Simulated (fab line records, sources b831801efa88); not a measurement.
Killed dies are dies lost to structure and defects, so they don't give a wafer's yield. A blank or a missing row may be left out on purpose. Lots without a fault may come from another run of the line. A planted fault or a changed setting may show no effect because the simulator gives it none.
fab line records | flow gf180mcu
record lots=14 wafers=42 last_day=35
route steps=602 shown NWELL@52 MVPSD@85 VT_IMPLANT@96
lots that met no fault: from a run of the same line without faults
start_h: hours from the record's first day to the start of the lot's first wafer shown | wait_h: hours since the lot's step before | " the same as in the row above | L1.1+2: a row that stands for several wafers | - no value, or no start given | * or withheld: withheld | < > ~ a bound
route shown NAME@n: a module of which the file shows steps, and the number in the route of the first | usual: mean/standard deviation of fault-free wafers | same: alike in all rows | chamber/n: place in a boat | sites: the reading at each site | _std_site: their standard deviation | _edge_site: outer sites' mean less inner sites' | radius_mm: how far each site lies from the wafer's centre | mask NAME#n: copy n | behind: the tool/chamber that last shaped the wafer | hold: why the lot was held/for how many hours/how that ended | device: the transistor (n, p or np) that didn't switch | end of line: the same wafers' tests at the end of the route | a step without rows: its recipe alone | killed: dies lost to structure and defects at the first sort, not the wafer's yield | map: a wafer's dies, x killed, . not, _ none there
set.NAME: the setting as run; set.NAME@STEP: as run at that earlier step | model.NAME: the simulator's own value behind a step, which no gauge read
steps of the route over a sample of lots; a table a step, a row a wafer
services: from which hour (start_h, from the record's first day; less than 0 if before it) a tool's chamber was out of use, for how many hours, and why
## steps
# step GF_NWELL_STRIP_10
# recipe chemistry=O2/N2 power_w=1400 pressure_mtorr=1500 platen_temp_c=250 o2_flow_sccm=3000 n2_flow_sccm=300 overash_fraction=0.5
# usual drypump_motor_current_A=5.7/0.55 heater_power_w=329/13 oes_product_au=0.722/0.0047 strip_time_to_endpoint_s=36.95/0.089
# columns lot.wafer tool chamber start_h wait_h drypump_motor_current_A heater_power_w oes_product_au rf_hours_counter_h strip_time_to_endpoint_s
L982.2 plasma_asher-04 0 64.62 0.1 6.0 349 0.720 42 36.90
L982.3 " 0 " " 6.1 346 0.721 - 36.95
L982.4 " 1 " " 6.7 317 0.723 - 36.94
L984.1 plasma_asher-03 1 70.76 0.1 5.2 317 0.721 28 37.08
L984.2 " 0 " " 6.2 328 0.727 28 37.03
L984.3 " 0 " " 6.2 333 0.722 - 37.07
L985.1 plasma_asher-02 0 79.20 0.1 5.6 324 0.716 40 36.81
L985.2 " 1 " " 5.1 325 0.725 40 36.89
L985.4 " 0 " " 5.7 326 0.720 - 36.78
L986.2 plasma_asher-02 0 80.85 0.1 5.6 322 0.726 40 36.92
L986.4 " 1 " " 5.1 320 0.723 - 36.93
L986.6 " 0 " " 5.7 326 0.723 - 36.89
L988.1 plasma_asher-02 1 91.50 0.1 5.1 315 0.718 41 36.86
L988.2 " 0 " " 5.7 321 0.714 41 36.89
L988.5 " 1 " " 5.1 332 0.720 - 36.94
L989.1 plasma_asher-04 0 96.95 0.1 6.1 350 0.717 45 36.99
L989.5 " 0 " " 6.0 353 0.729 - 37.04
L989.6 " 1 " " 6.7 317 0.723 - 36.93
L990.2 plasma_asher-02 1 100.86 0.1 5.1 315 0.724 42 36.99
L990.5 " 1 " " 5.1 326 0.727 - 36.85
L990.6 " 0 " " 5.6 331 0.719 - 36.91
L991.2 plasma_asher-02 1 107.76 0.1 5.1 324 0.718 43 36.85
L991.4 " 1 " " 5.1 330 0.720 - 36.98
L991.5 " 1 " " 5.1 320 0.718 - 36.85
L995.1 plasma_asher-02 0 128.90 0.1 5.6 327 0.723 1 36.94
L995.3 " 0 " " 5.7 329 0.726 - 37.11
L995.4 " 1 " " 5.1 347 0.725 - 37.10
L101.1 plasma_asher-02 1 160.36 0.1 5.1 335 0.719 4 36.98
L101.3 " 1 " " 5.1 343 0.720 - 36.93
L101.4 " 0 " " 5.6 321 0.721 - 36.91
L102.1 plasma_asher-03 1 167.00 0.1 5.2 317 0.722 38 37.04
L102.2 " 0 " " 6.2 336 0.723 38 36.89
L102.3 " 1 " " 5.3 309 0.732 - 36.91
L103.1 plasma_asher-04 0 171.46 0.1 6.1 358 0.728 53 36.94
L103.3 " 1 " " 6.7 334 0.723 - 37.04
L103.6 " 1 " " 6.7 316 0.723 - 37.03
L104.2 plasma_asher-03 1 178.11 0.1 5.2 310 0.723 39 36.96
L104.4 " 1 " " 5.2 310 0.723 - 37.01
L104.5 " 0 " " 6.2 328 0.721 - 36.95
L105.3 plasma_asher-04 0 184.55 0.1 6.1 343 0.725 - 37.06
L105.5 " 0 " " 6.1 351 0.721 - 37.08
L105.6 " 1 " " 6.7 321 0.715 - 36.99
# step GF_MVPSD_OVL_MEAS_07
# usual MVPSD_OVL=-0.1/1.3
# columns lot.wafer tool chamber start_h wait_h MVPSD_OVL[nm]
L982.2 overlay-02 - 107.83 - 0.9
L982.3 " - " " 1.2
L982.4 " - " " 1.5
L984.1 overlay-02 - 114.76 - -0.9
L984.2 " - " " 1.6
L984.3 " - " " 1.4
L985.1 overlay-01 - 124.32 - 0.8
L985.2 " - " " -1.2
L985.4 " - " " 0.1
L986.2 overlay-02 - 125.68 - 0.6
L986.4 " - " " -0.4
L986.6 " - " " -0.6
L988.1 overlay-01 - 137.51 - -0.3
L988.2 " - " " -0.3
L988.5 " - " " -1.0
L989.1 overlay-02 - 143.81 - 1.2
L989.5 " - " " -1.2
L989.6 " - " " 1.4
L990.2 overlay-01 - 148.08 - -0.5
L990.5 " - " " -0.1
L990.6 " - " " -0.4
L991.2 overlay-01 - 156.28 - -1.5
L991.4 " - " " -0.1
L991.5 " - " " -2.7
L995.1 overlay-02 - 177.87 - 2.1
L995.3 " - " " -1.4
L995.4 " - " " -1.6
L101.1 overlay-01 - 214.32 - -2.1
L101.3 " - " " -1.1
L101.4 " - " " -1.2
L102.1 overlay-01 - 220.97 - 1.6
L102.2 " - " " 0.9
L102.3 " - " " 0.1
L103.1 overlay-01 - 225.18 - 0.0
L103.3 " - " " -0.7
L103.6 " - " " 0.0
L104.2 overlay-02 - 233.33 - -1.0
L104.4 " - " " 0.6
L104.5 " - " " 2.5
L105.3 overlay-01 - 240.69 - -1.2
L105.5 " - " " -2.0
L105.6 " - " " -1.2
# step GF_MVPSD_TW_MEAS_11
# usual MVPSD_TW=559/3.8
# columns lot.wafer tool chamber start_h wait_h MVPSD_TW
L982.2 film_metro-03 - 108.27 0.1 560
L982.3 " - " " 561
L982.4 " - " " 558
L984.1 film_metro-03 - 115.20 0.1 563
L984.2 " - " " 558
L984.3 " - " " 558
L985.1 film_metro-04 - 124.76 0.1 560
L985.2 " - " " 561
L985.4 " - " " 555
L986.2 film_metro-04 - 126.12 0.1 563
L986.4 " - " " 559
L986.6 " - " " 559
L988.1 film_metro-01 - 137.95 0.1 552
L988.2 " - " " 551
L988.5 " - " " 549
L989.1 film_metro-04 - 144.25 0.1 558
L989.5 " - " " 558
L989.6 " - " " 558
L990.2 film_metro-03 - 148.52 0.1 559
L990.5 " - " " 558
L990.6 " - " " 559
L991.2 film_metro-03 - 156.72 0.1 562
L991.4 " - " " 555
L991.5 " - " " 561
L995.1 film_metro-04 - 178.31 0.1 558
L995.3 " - " " 553
L995.4 " - " " 555
L101.1 film_metro-04 - 214.76 0.1 557
L101.3 " - " " 560
L101.4 " - " " 561
L102.1 film_metro-04 - 221.41 0.1 561
L102.2 " - " " 564
L102.3 " - " " 559
L103.1 film_metro-04 - 225.61 0.1 562
L103.3 " - " " 564
L103.6 " - " " 563
L104.2 film_metro-03 - 233.77 0.1 561
L104.4 " - " " 562
L104.5 " - " " 565
L105.3 film_metro-04 - 241.13 0.1 556
L105.5 " - " " 555
L105.6 " - " " 557
# step GF_VT_IMPLANT_DEVELOP_06
# recipe develop_time_s=60 dev_temp_c=23
# usual chill_plate_temp_C=23.01/0.1 develop_time_s=60/0 developer_temp_C=23.01/0.1 exhaust_pa=45.0/0.97
# columns lot.wafer tool chamber start_h wait_h chill_plate_temp_C develop_time_s developer_temp_C exhaust_pa
L982.2 litho_track-01 0 122.94 0.1 23.05 60 23.04 44.5
L982.3 " 0 " " 22.86 60 22.90 45.3
L982.4 " 0 " " 22.84 60 22.93 44.8
L984.1 litho_track-01 0 129.66 0.1 22.99 60 22.95 44.1
L984.2 " 0 " " 23.06 60 22.88 43.7
L984.3 " 0 " " 23.13 60 22.76 46.0
L985.1 litho_track-01 0 140.11 0.1 22.84 60 23.08 45.5
L985.2 " 0 " " 23.06 60 23.15 45.5
L985.4 " 0 " " 23.06 60 23.00 44.8
L986.2 litho_track-04 0 141.45 0.1 23.03 60 23.14 43.9
L986.4 " 0 " " 22.96 60 23.18 43.5
L986.6 " 0 " " 23.13 60 23.03 44.1
L988.1 litho_track-01 0 153.61 0.1 22.75 60 22.92 45.8
L988.2 " 0 " " 22.97 60 23.00 46.1
L988.5 " 0 " " 22.91 60 22.91 45.9
L989.1 litho_track-01 0 159.81 0.1 23.03 60 23.07 43.5
L989.5 " 0 " " 23.04 60 23.01 43.0
L989.6 " 0 " " 22.96 60 22.94 43.5
L990.2 litho_track-01 - 164.93 0.1 - - - -
L990.5 " - " " - - - -
L990.6 " - " " - - - -
L991.2 litho_track-04 - 172.60 0.1 - - - -
L991.4 " - " " - - - -
L991.5 " - " " - - - -
L995.1 litho_track-01 0 195.96 0.1 22.99 60 23.08 44.4
L995.3 " 0 " " 23.06 60 23.00 44.8
L995.4 " 0 " " 23.00 60 23.02 44.4
L101.1 litho_track-04 0 232.47 0.1 23.11 60 22.86 44.5
L101.3 " 0 " " 22.87 60 22.99 45.4
L101.4 " 0 " " 22.98 60 22.87 45.2
L102.1 litho_track-01 0 239.56 0.1 22.99 60 22.99 46.7
L102.2 " 0 " " 22.86 60 22.91 45.4
L102.3 " 0 " " 22.88 60 23.02 44.4
L103.1 litho_track-04 0 243.42 0.1 22.98 60 23.01 44.7
L103.3 " 0 " " 22.92 60 22.84 44.3
L103.6 " 0 " " 23.06 60 22.96 45.2
L104.2 litho_track-04 0 252.00 0.1 22.94 60 23.20 43.3
L104.4 " 0 " " 22.92 60 23.09 44.9
L104.5 " 0 " " 23.09 60 23.06 44.0
L105.3 litho_track-04 0 259.72 0.1 23.03 60 22.99 46.8
L105.5 " 0 " " 23.06 60 22.94 44.9
L105.6 " 0 " " 23.14 60 22.90 45.6
## services
# columns tool chamber start_h hours kind
plasma_asher-02 - 108.75 9.0 pm
plasma_asher-02 0 108.75 9.0 vent_cycle
plasma_asher-02 1 108.75 9.0 vent_cycle
plasma_asher-02 0 117.75 - clean
plasma_asher-02 1 117.75 - clean
plasma_asher-03 - 137.49 3.1 repair
## key
first_sign step=GF_VT_IMPLANT_DEVELOP_06 reading=tool_record direction=missing
effect none on later readings
met_at GF_VT_IMPLANT_DEVELOP_06
struck_lots L990,L991
later_rows_left_out L990.2,L990.5,L990.6,L991.2,L991.4,L991.5
sort_left_out L990.2,L990.5,L990.6,L991.2,L991.4,L991.5
tester_left_out L990,L991
not_acting_at GF_NWELL_STRIP_10,GF_MVPSD_OVL_MEAS_07,GF_MVPSD_TW_MEAS_11
onset_between 159.81 164.93
fault kind=skipped_step_whole tool=litho_track-01,litho_track-04 chamber=- onset_h=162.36 steps=GF_VT_IMPLANT_DEVELOP_06 scope=struck_lots_only
# tester_left_out: of these lots the tester's yield and bins aren't shown, on N5 and GAA mostly nor the transistor test; their killed dies are dies lost to structure and defects alone, not to doping, threshold or leakage, so they don't give the yield
# sort_left_out: the simulated sort isn't trusted on such a fault, so these wafers' sort isn't shown, and their yield isn't known
# later_rows_left_out: the simulator's readings of these wafers behind a module that went badly wrong aren't trusted and aren't shown, but for the sort
